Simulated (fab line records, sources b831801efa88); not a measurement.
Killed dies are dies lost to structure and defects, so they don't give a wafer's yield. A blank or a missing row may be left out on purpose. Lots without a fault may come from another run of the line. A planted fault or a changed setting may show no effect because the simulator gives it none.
Which tool did it? | flow sky130 | 12 lots, 36 wafers sampled, at 5 steps of a route of 708

WHAT THE GAUGES READ, wafer by wafer
SKY_VT_ADJUST_LVTN_TW_MEAS_10. Usual: VT_ADJUST_LVTN_TW 241.2, standard deviation 1.5.
lot  | measured     | on            | VT_ADJUST_LVTN_TW | flag
L778 | day 6 18:46  | film_metro-01 | 240.6 238.9 239.0 |
L779 | day 7 03:43  | film_metro-04 | 240.4 241.2 240.4 |
L782 | day 7 20:34  | film_metro-01 | 240.2 241.2 240.3 |
L783 | day 8 07:06  | film_metro-04 | 242.2 241.3 242.0 |
L787 | day 9 03:38  | film_metro-02 | 243.0 241.5 241.8 |
L789 | day 9 18:22  | film_metro-04 | 241.3 241.1 241.5 |
L790 | day 10 03:55 | film_metro-01 | 241.6 241.1 241.5 |
L791 | day 10 09:34 | film_metro-01 | 240.8 240.8 241.6 |
L796 | day 11 17:00 | film_metro-02 | 244.5 243.2 242.2 |
L797 | day 12 06:48 | film_metro-01 | 241.0 239.8 240.7 |
L798 | day 12 14:11 | film_metro-01 | 238.6 238.2 238.6 |
L801 | day 13 04:10 | film_metro-01 | 239.8 239.7 239.5 |

SKY_VT_ADJUST_PCH_OVL_MEAS_07. Usual: VT_ADJUST_PCH_OVL -0.6 nm, standard deviation 1.5.
lot  | measured     | on         | VT_ADJUST_PCH_OVL (nm) | flag
L778 | day 10 04:50 | overlay-02 | 2.6 2.4 1.5            |
L779 | day 10 16:08 | overlay-01 | -1.7 -2.5 -1.9         |
L782 | day 11 10:49 | overlay-02 | -1.9 -1.2 -2.2         |
L783 | day 11 21:14 | overlay-01 | -4.5 -3.5 -0.5         |
L787 | day 12 21:26 | overlay-02 | -1.5 0.1 0.8           |
L789 | day 13 16:47 | overlay-01 | -2.0 0.2 -1.5          |
L790 | day 14 03:46 | overlay-02 | 0.9 0.6 1.8            |
L791 | day 14 10:26 | overlay-02 | -1.6 -2.2 -1.0         |
L796 | day 15 22:47 | overlay-02 | -1.2 -1.6 -0.9         |
L797 | day 16 15:32 | overlay-01 | -0.4 -2.4 -1.6         |
L798 | day 16 23:50 | overlay-01 | 0.5 -0.5 0.6           |
L801 | day 17 16:44 | overlay-02 | -1.9 -3.2 -0.7         |

SKY_GATE_OXIDE_TW_MEAS_14. Usual: GATE_OXIDE_TW 223.8, standard deviation 1.5.
lot  | measured     | on            | GATE_OXIDE_TW     | flag
L778 | day 13 21:52 | film_metro-01 | 223.2 222.5 223.0 |
L779 | day 14 05:49 | film_metro-01 | 224.0 223.4 223.3 |
L782 | day 14 19:18 | film_metro-01 | 223.1 223.3 222.7 |
L783 | day 15 12:29 | film_metro-02 | 225.0 226.3 226.0 |
L787 | day 16 18:03 | film_metro-02 | 224.4 224.0 224.0 |
L789 | day 17 12:14 | film_metro-03 | 222.4 223.6 222.0 |
L790 | day 18 00:16 | film_metro-03 | 222.2 223.5 222.2 |
L791 | day 18 06:46 | film_metro-03 | 222.5 222.2 222.3 |
L796 | day 19 23:20 | film_metro-01 | 222.7 223.8 223.8 |
L797 | day 20 18:24 | film_metro-01 | 227.8 228.9 229.4 | OFF
L798 | day 21 02:16 | film_metro-01 | 229.2 230.9 229.6 | OFF
L801 | day 21 20:25 | film_metro-02 | 226.2 224.7 224.2 |

WHICH TOOL RAN EACH LOT (tool, then ch and the chambers of the sampled wafers, then the start)
lot  | SKY_VT_ADJUST_HVTP_STRIP_10          | SKY_GATE_OXIDE_IMPLANT_11
L778 | plasma_asher-01 ch 0,1, day 6 00:25  | implanter-03 ch 0, day 13 21:29
L779 | plasma_asher-01 ch 0,1, day 6 09:11  | implanter-01 ch 0, day 14 05:29
L782 | plasma_asher-01 ch 0,1, day 7 01:03  | implanter-01 ch 0, day 14 18:57
L783 | plasma_asher-02 ch 0,1, day 7 10:56  | implanter-03 ch 0, day 15 12:08
L787 | plasma_asher-01 ch 0,1, day 8 06:38  | implanter-03 ch 0, day 16 17:41
L789 | plasma_asher-04 ch 0, day 8 20:34    | implanter-01 ch 0, day 17 11:54
L790 | plasma_asher-02 ch 0,1, day 9 06:15  | implanter-04 ch 0, day 17 23:49
L791 | plasma_asher-02 ch 0,1, day 9 11:41  | implanter-01 ch 0, day 18 06:25
L796 | plasma_asher-01 ch 0,1, day 10 18:05 | implanter-03 ch 0, day 19 22:58
L797 | plasma_asher-02 ch 0,1, day 11 07:38 | implanter-01 ch 0, day 20 18:04
L798 | plasma_asher-02 ch 0,1, day 11 14:11 | implanter-01 ch 0, day 21 01:57
L801 | plasma_asher-04 ch 0,1, day 12 03:39 | implanter-03 ch 0, day 21 20:04
- SKY_VT_ADJUST_HVTP_STRIP_10: strips in O2/N2.
- SKY_GATE_OXIDE_IMPLANT_11

WHAT THE TOOLS THEMSELVES READ (means of the sampled wafers that have a number; where no wafer has one, the mark that the record gives instead)
SKY_VT_ADJUST_HVTP_STRIP_10. Usual: chamber_pressure_mTorr 1499.8 mTorr, standard deviation 1.4; drypump_motor_current_A 5.6 A, standard deviation 0.48; oes_product_au 0.716 a.u., standard deviation 0.005; strip_time_to_endpoint_s 14.19 s, standard deviation 0.043.
lot  | tool            | chamber_pressure_mTorr (mTorr) | drypump_motor_current_A (A) | oes_product_au (a.u.) | strip_time_to_endpoint_s (s) | flag
L778 | plasma_asher-01 | 1499.1                         | 5.6                         | 0.715                 | 14.22                        |
L779 | plasma_asher-01 | 1499.2                         | 5.4                         | 0.715                 | 14.24                        |
L782 | plasma_asher-01 | 1500.0                         | 5.4                         | 0.715                 | 14.16                        |
L783 | plasma_asher-02 | 1499.3                         | 5.4                         | 0.720                 | 14.16                        |
L787 | plasma_asher-01 | 1499.9                         | 5.6                         | 0.720                 | 14.16                        |
L789 | plasma_asher-04 | 1501.3                         | 5.6                         | 0.714                 | 14.15                        |
L790 | plasma_asher-02 | 1499.8                         | 5.9                         | 0.718                 | 14.19                        |
L791 | plasma_asher-02 | 1499.9                         | 5.9                         | 0.713                 | 14.22                        |
L796 | plasma_asher-01 | 1499.4                         | 5.6                         | 0.714                 | 14.22                        |
L797 | plasma_asher-02 | 1499.5                         | 5.9                         | 0.713                 | 14.11                        |
L798 | plasma_asher-02 | 1500.3                         | 5.9                         | 0.711                 | 14.20                        |
L801 | plasma_asher-04 | 1499.9                         | 5.8                         | 0.716                 | 14.21                        |

SKY_GATE_OXIDE_IMPLANT_11. Usual: beam_energy_keV 10.000, standard deviation 0.0031; dose_ions_cm2 2.6001e+12, standard deviation 2.7e+09; end_station_pressure_torr 5e-06 Torr, standard deviation 2.9e-07.
lot  | tool         | beam_energy_keV | dose_ions_cm2 | end_station_pressure_torr (Torr) | flag
L778 | implanter-03 | 10.000          | 2.5984e+12    | 5e-06                            |
L779 | implanter-01 | 10.003          | 2.6019e+12    | 5e-06                            |
L782 | implanter-01 | 10.000          | 2.5978e+12    | 5e-06                            |
L783 | implanter-03 | 10.000          | 2.6013e+12    | 5e-06                            |
L787 | implanter-03 | 10.002          | 2.5986e+12    | 5e-06                            |
L789 | implanter-01 | 10.003          | 2.5998e+12    | 5e-06                            |
L790 | implanter-04 | 9.995           | 2.6006e+12    | 5e-06                            |
L791 | implanter-01 | 9.997           | 2.6014e+12    | 5e-06                            |
L796 | implanter-03 | 10.001          | 2.5980e+12    | 5e-06                            |
L797 | implanter-01 | 11.538          | 2.5992e+12    | 5e-06                            | OFF
L798 | implanter-01 | 11.546          | 2.6006e+12    | 5e-06                            | OFF
L801 | implanter-03 | 9.999           | 2.6013e+12    | 5e-06                            |

THE ANSWER, worked out from the rows above alone
Rule: a lot is off if the mean of its wafers that have a number lies more than 3 standard deviations from the usual mean. A lot without any number at a reading at which 4 lots or more have one is off too. The other lots that the step has rows for count as sound. The gauges are gone through in route order, then the tools' own readings, and for those a lot's mean is taken as printed above. The first step at which some lot is off is used, and at that step the reading that is off furthest; a lot without a number counts as furthest.
Off: L797, L798, at SKY_GATE_OXIDE_TW_MEAS_14 (GATE_OXIDE_TW).
A tool fits if, at a process step before that reading, it ran every lot that is off, and no sound lot after the first of them. The gauges at SKY_GATE_OXIDE_TW_MEAS_14 aren't tried: what is off there is off at SKY_GATE_OXIDE_IMPLANT_11 too, on other tools, and a gauge's error can't cause that. Can't be told from this: 2 tools fit, plasma_asher-02 at SKY_VT_ADJUST_HVTP_STRIP_10, implanter-01 at SKY_GATE_OXIDE_IMPLANT_11.

WHAT THE SIMULATOR HAD PUT IN
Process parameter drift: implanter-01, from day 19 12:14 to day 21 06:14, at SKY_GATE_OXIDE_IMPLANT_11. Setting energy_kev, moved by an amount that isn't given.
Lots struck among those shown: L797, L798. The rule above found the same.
